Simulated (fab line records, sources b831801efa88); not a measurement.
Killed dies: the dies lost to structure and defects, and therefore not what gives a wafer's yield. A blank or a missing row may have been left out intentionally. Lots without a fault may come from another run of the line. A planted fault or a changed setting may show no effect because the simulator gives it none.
fab line records    flow sky130    part 2 of 2: steps 26 to 34 of 34
record: lots: 5  wafers: 15  lastDay: 50
route steps=708 shown SD_N@355 SD_P@359 RES_XHIGH@360 SALICIDE@361 LI_CONTACT@362 LOCAL_INTERCONNECT@387
lots that met no fault: taken from a fault-free run of the same line
startH: hours from the record's opening day to when the first of the lot's shown wafers began    waitH: how many hours have passed since the lot's step before this one    " identical to the entry in the row above    L1.1+2: a single row standing in for several wafers    - either no value or no given start    * or withheld: withheld    < > ~ a bound
route shown NAME@n: NAME is a module with steps in the file, n the number in the route of the first one    usual: mean/standard deviation taken from wafers without a fault    same: alike in all rows    chamber/n: place in a boat    sites: each site's reading    _std_site: the standard deviation of these    _edge_site: outer sites' mean less inner sites'    radiusMm: how far each site lies from the wafer's centre    mask NAME#n: copy n    behind: tool/chamber where the wafer was last shaped    hold: what put the lot on hold/how long, in hours/how the hold closed    device: the n, p or np transistor that did not switch    end of line: tests run on the same wafers once the route is complete    for a step that has no rows: nothing shown but its recipe    killed: the dies lost at the first sort to structure and to defects; this is not the yield of the wafer    map: dies across one wafer; x = killed, . = not, _ = none there
set.NAME: the setting that was run; set.NAME@STEP: the one run at that earlier step    model.NAME: the simulator's own value behind a step, which no gauge read
lots at selected steps of the route; one table per step, one row per wafer
services: a tool's chamber out of use, with start hour (startH, from the record's first day; less than 0 if before it), hours out, and reason
== steps ==
step: SKY_LI_CONTACT_SPUTTER_19
recipe: material: Ti  targetThkNm: 20  chamberPressurePa: 5  powerW: 2500  substrateTempC: 200  timeS: 106.37
usual: throttleValvePct: 30.3/0.85
lot.wafer  tool           chamber  startH  waitH  throttleValvePct
L075.1     pvdSputter-02  -        676.81  0.0    31.2
L075.2     "              -        "       "      29.4
L075.4     "              -        "       "      29.0
L077.2     pvdSputter-02  -        693.26  0.0    29.5
L077.3     "              -        "       "      30.7
L077.6     "              -        "       "      28.9
L085.2     pvdSputter-02  -        757.78  0.0    31.4
L085.3     "              -        "       "      29.4
L085.6     "              -        "       "      31.3
L086.1     pvdSputter-02  -        766.48  0.0    28.9
L086.3     "              -        "       "      30.7
L086.6     "              -        "       "      29.9
L094.1     pvdSputter-01  -        862.50  0.0    30.7
L094.2     "              -        "       "      31.1
L094.5     "              -        "       "      29.0
step: SKY_LI_CONTACT_SPUTTER_20
recipe: material: TiN  targetThkNm: 20  chamberPressurePa: 5  powerW: 4000  timeS: 80
usual: throttleValvePct: 30.3/0.85
lot.wafer  tool           chamber  startH  waitH  throttleValvePct
L075.1     pvdSputter-02  -        676.89  0.0    31.2
L075.2     "              -        "       "      29.5
L075.4     "              -        "       "      28.8
L077.2     pvdSputter-02  -        693.34  0.0    29.5
L077.3     "              -        "       "      30.6
L077.6     "              -        "       "      29.2
L085.2     pvdSputter-02  -        757.85  0.0    31.3
L085.3     "              -        "       "      29.4
L085.6     "              -        "       "      31.3
L086.1     pvdSputter-02  -        766.55  0.0    28.6
L086.3     "              -        "       "      30.8
L086.6     "              -        "       "      29.6
L094.1     pvdSputter-01  -        862.58  0.0    30.5
L094.2     "              -        "       "      31.1
L094.5     "              -        "       "      29.3
step: SKY_LI_CONTACT_CVD_21
recipe: material: W  targetThkNm: 400  timeS: 120.56  tempC: 402.4  pressureTorr: 40
usual: heaterPowerW: 874/94
lot.wafer  tool     chamber  startH  waitH  heaterPowerW
L075.1     cvdW-01  0        676.95  0.0    761
L075.2     "        1        "       "      912
L075.4     "        1        "       "      890
L077.2     cvdW-02  1        693.40  0.0    841
L077.3     "        0        "       "      995
L077.6     "        1        "       "      838
L085.2     cvdW-02  1        757.91  0.0    831
L085.3     "        0        "       "      956
L085.6     "        1        "       "      863
L086.1     cvdW-01  1        766.61  0.0    912
L086.3     "        1        "       "      913
L086.6     "        1        "       "      894
L094.1     cvdW-02  1        862.64  0.0    836
L094.2     "        0        "       "      1013
L094.5     "        0        "       "      1027
step: SKY_LI_CONTACT_RS_MEAS_22
recipe: thkMeasGauge: four-point-probe  reads: W_of_LI_CONTACT_CVD_21+TiN_of_LI_CONTACT_SPUTTER_20+Ti_of_LI_CONTACT_SPUTTER_19
usual: LI_CONTACT_W_RS: 0.275/0.0039
lot.wafer  tool          chamber  startH  waitH  LI_CONTACT_W_RS[ohm/sq]
L075.1     filmMetro-04  -        677.07  0.1    0.268
L075.2     "             -        "       "      0.279
L075.4     "             -        "       "      0.276
L077.2     filmMetro-04  -        693.54  0.1    0.274
L077.3     "             -        "       "      0.270
L077.6     "             -        "       "      0.269
L085.2     filmMetro-02  -        758.06  0.1    0.271
L085.3     "             -        "       "      0.275
L085.6     "             -        "       "      0.273
L086.1     filmMetro-04  -        766.74  0.1    0.279
L086.3     "             -        "       "      0.278
L086.6     "             -        "       "      0.280
L094.1     filmMetro-04  -        862.76  0.1    0.270
L094.2     "             -        "       "      0.273
L094.5     "             -        "       "      0.273
step: SKY_LI_CONTACT_THK_MEAS_23
recipe: thkMeasGauge: xrf  reads: W_of_LI_CONTACT_CVD_21
usual: LI_CONTACT_W_THK: 410/8.8
lot.wafer  tool          chamber  startH  waitH  LI_CONTACT_W_THK[nm]
L075.1     filmMetro-04  -        677.19  0.1    418
L075.2     "             -        "       "      402
L075.4     "             -        "       "      405
L077.2     filmMetro-04  -        693.65  0.1    411
L077.3     "             -        "       "      415
L077.6     "             -        "       "      419
L085.2     filmMetro-02  -        758.17  0.1    429
L085.3     "             -        "       "      426
L085.6     "             -        "       "      428
L086.1     filmMetro-04  -        766.86  0.1    402
L086.3     "             -        "       "      401
L086.6     "             -        "       "      398
L094.1     filmMetro-04  -        862.88  0.1    411
L094.2     "             -        "       "      406
L094.5     "             -        "       "      406
step: SKY_LI_CONTACT_CMP_24
recipe: stopOn: PSG  tOverpolishS: 20  downForcePsi: 3.5  platenRpm: 60  targetThkNm: 0  padVelocityMS: 0.94248
usual: motorCurrentA: 11.1/0.68  overpolishRunS: 19.998/0.0087  timeToEndpointS: 99/4.2
lot.wafer  tool    chamber  startH  waitH  motorCurrentA  overpolishRunS  timeToEndpointS
L075.4     cmp-01  0        677.25  0.0    11.5           20.013          98
L075.2     "       2        "       "      11.0           19.994          100
L075.1     "       3        "       "      10.8           20.000          105
L077.2     cmp-02  3        693.75  0.1    11.0           20.004          93
L077.3     "       0        "       "      11.4           19.993          104
L077.6     "       3        "       "      10.7           20.007          95
L085.2     cmp-01  0        758.32  0.1    11.0           19.990          106
L085.3     "       1        "       "      11.5           20.009          104
L085.6     "       3        "       "      11.0           19.995          105
L086.3     cmp-02  3        766.97  0.1    10.5           19.996          93
L086.1     "       0        "       "      10.9           19.999          99
L086.6     "       3        "       "      10.8           19.997          92
L094.2     cmp-01  1        862.94  0.0    11.0           20.012          98
L094.1     "       3        "       "      11.4           20.003          104
L094.5     "       1        "       "      11.8           19.994          100
step: SKY_LOCAL_INTERCONNECT_SPUTTER_00
recipe: material: TiN  targetThkNm: 100  tempC: 300  powerW: 6500  timeS: 83.3  chamberPressurePa: 0.4
usual: throttleValvePct: 30.2/0.68
lot.wafer  tool           chamber  startH  waitH  throttleValvePct
L075.1     pvdSputter-03  -        677.55  0.1    30.1
L075.2     "              -        "       "      30.0
L075.4     "              -        "       "      29.4
L077.2     pvdSputter-03  -        694.00  0.2    29.8
L077.3     "              -        "       "      30.5
L077.6     "              -        "       "      29.9
L085.2     pvdSputter-04  -        758.52  0.1    29.2
L085.3     "              -        "       "      30.9
L085.6     "              -        "       "      30.6
L086.1     pvdSputter-04  -        767.22  0.1    30.8
L086.3     "              -        "       "      29.9
L086.6     "              -        "       "      30.8
L094.1     pvdSputter-04  -        863.24  0.1    29.4
L094.2     "              -        "       "      30.6
L094.5     "              -        "       "      30.5
step: SKY_LOCAL_INTERCONNECT_RS_MEAS_01
recipe: thkMeasGauge: four-point-probe  reads: TiN_of_LOCAL_INTERCONNECT_SPUTTER_00
usual: LOCAL_INTERCONNECT_TIN_RS: 14.19/0.21
lot.wafer  tool          chamber  startH  waitH  LOCAL_INTERCONNECT_TIN_RS[ohm/sq]
L075.1     filmMetro-01  -        677.62  0.0    14.20
L075.2     "             -        "       "      14.03
L075.4     "             -        "       "      14.53
L077.2     filmMetro-02  -        694.09  0.1    14.54
L077.3     "             -        "       "      14.38
L077.6     "             -        "       "      14.22
L085.2     filmMetro-02  -        758.60  0.1    14.32
L085.3     "             -        "       "      14.21
L085.6     "             -        "       "      14.46
L086.1     filmMetro-04  -        767.28  0.0    14.28
L086.3     "             -        "       "      14.25
L086.6     "             -        "       "      14.17
L094.1     filmMetro-04  -        863.31  0.0    14.06
L094.2     "             -        "       "      14.02
L094.5     "             -        "       "      14.03
step: SKY_LOCAL_INTERCONNECT_THK_MEAS_02
recipe: thkMeasGauge: xrf  reads: TiN_of_LOCAL_INTERCONNECT_SPUTTER_00
usual: LOCAL_INTERCONNECT_TIN_THK: 99.1/1.3
lot.wafer  tool          chamber  startH  waitH  LOCAL_INTERCONNECT_TIN_THK[nm]
L075.1     filmMetro-01  -        677.74  0.1    98.9
L075.2     "             -        "       "      100.0
L075.4     "             -        "       "      96.7
L077.2     filmMetro-02  -        694.20  0.1    96.8
L077.3     "             -        "       "      98.1
L077.6     "             -        "       "      99.0
L085.2     filmMetro-02  -        758.71  0.1    98.6
L085.3     "             -        "       "      99.6
L085.6     "             -        "       "      98.2
L086.1     filmMetro-04  -        767.40  0.1    98.2
L086.3     "             -        "       "      98.1
L086.6     "             -        "       "      98.8
L094.1     filmMetro-04  -        863.43  0.1    99.2
L094.2     "             -        "       "      99.4
L094.5     "             -        "       "      99.8
== services ==
tool           chamber  startH  hours  kind
rieDiel-03     0        623.64  8.5    repair
cmp-02         -        637.23  1.0    repair
cmp-02         -        638.53  41.3   repair
cmp-02         -        639.83  1.6    repair
cmp-02         -        652.46  1.8    repair
krfScanner-02  -        662.44  3.6    pm
rieDiel-03     -        683.91  0.3    repair
krfScanner-02  -        696.65  0.7    repair
krfScanner-02  -        698.31  0.8    pm
cmp-02         -        711.11  3.6    pm
cmp-02         -        721.48  5.5    pm
rieDiel-01     -        726.57  1.0    repair
krfScanner-02  -        731.00  0.6    repair
pvdSputter-02  -        732.71  4.8    repair
rieDiel-01     0        736.85  9.9    repair
rieDiel-01     2        742.44  2.6    repair
cmp-02         -        744.10  4.0    pm
cmp-01         -        745.24  2.0    repair
krfScanner-02  -        749.23  1.3    pm
krfScanner-02  -        758.11  1.0    pm
cmp-02         -        764.08  1.6    repair
krfScanner-02  -        770.83  1.0    repair
cmp-02         -        771.63  0.9    repair
wetBench-01    -        834.63  35.1   pm
